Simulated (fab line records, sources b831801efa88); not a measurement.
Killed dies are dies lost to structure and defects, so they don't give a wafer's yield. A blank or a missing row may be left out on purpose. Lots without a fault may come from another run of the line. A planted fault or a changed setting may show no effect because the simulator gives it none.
Which tool did it? | flow gf180mcu | 13 lots, 39 wafers sampled, at 2 steps of a route of 602

WHAT THE GAUGES READ, wafer by wafer
GF_V4_CD_MEAS_14: target cd 260 nm.
lot  | measured     | on        | cd_nm (nm)
L472 | day 24 05:19 | cd_sem-01 | 260.3 260.7 260.5
L473 | day 24 15:47 | cd_sem-02 | 260.0 260.7 259.6
L474 | day 25 01:08 | cd_sem-02 | 259.8 259.5 259.3
L475 | day 25 02:25 | cd_sem-02 | 261.3 261.5 260.2
L477 | day 26 01:08 | cd_sem-01 | 261.6 261.8 261.9
L478 | day 26 11:04 | cd_sem-01 | 259.6 259.1 261.4
L482 | day 27 21:50 | cd_sem-01 | 259.8 258.7 260.4
L484 | day 28 11:05 | cd_sem-02 | 259.7 258.8 258.4
L487 | day 29 06:08 | cd_sem-01 | 260.2 260.0 260.2
L489 | day 29 16:11 | cd_sem-02 | 260.3 260.7 259.1
L492 | day 30 13:58 | cd_sem-01 | 259.9 260.1 261.0
L493 | day 30 22:08 | cd_sem-01 | 258.3 259.0 259.4
L494 | day 31 02:41 | cd_sem-02 | 259.7 260.7 258.7

GF_V4_RS_MEAS_24: measures by four-point-probe.
lot  | measured     | on            | V4_W_RS (ohm/sq)
L472 | day 24 06:21 | film_metro-02 | 0.332 0.327 0.330
L473 | day 24 16:49 | film_metro-02 | 0.327 0.320 0.322
L474 | day 25 02:10 | film_metro-04 | 0.334 0.333 0.328
L475 | day 25 03:27 | film_metro-04 | 0.326 0.320 0.326
L477 | day 26 02:10 | film_metro-04 | 0.330 0.324 0.323
L478 | day 26 12:06 | film_metro-04 | 0.328 0.332 0.330
L482 | day 27 22:52 | film_metro-01 | 0.333 0.335 0.331
L484 | day 28 12:11 | film_metro-01 | 0.334 0.334 0.335
L487 | day 29 07:11 | film_metro-02 | 0.337 0.339 0.337
L489 | day 29 17:15 | film_metro-01 | 0.328 0.328 0.329
L492 | day 30 15:04 | film_metro-02 | 0.325 0.326 0.324
L493 | day 30 23:10 | film_metro-02 | 0.325 0.331 0.325
L494 | day 31 03:43 | film_metro-01 | 0.329 0.324 0.332

WHICH TOOL RAN EACH LOT (tool, then ch and the chambers of the sampled wafers, then the start)
The record holds no process step before these readings.

WHAT THE TOOLS THEMSELVES READ (means of the sampled wafers that have a number; where no wafer has one, the mark that the record gives instead)
The record holds no such reading with a usual standard deviation.

THE ANSWER, worked out from the rows above alone
Rule: what is usual is taken from the lots themselves. Put in order of their means at a reading, lots are off if they are a third of the lots or fewer, leave a main group of 4 or more, and stand apart from it by a gap of 3 or more times the standard deviation of the main group's means; of several such gaps the widest counts. A main group whose means are all the same, to the digits that the tables above print for the reading, isn't used. A lot without any number at a reading at which 4 lots or more have one is off too. The other lots that the step has rows for count as sound. The gauges are gone through in route order, then the tools' own readings, and for those a lot's mean is taken as printed above. The first step at which some lot is off is used, and at that step the reading that is off furthest; a lot without a number counts as furthest.
No lot is off at any reading shown: from this, nothing can be told.

WHAT THE SIMULATOR HAD PUT IN
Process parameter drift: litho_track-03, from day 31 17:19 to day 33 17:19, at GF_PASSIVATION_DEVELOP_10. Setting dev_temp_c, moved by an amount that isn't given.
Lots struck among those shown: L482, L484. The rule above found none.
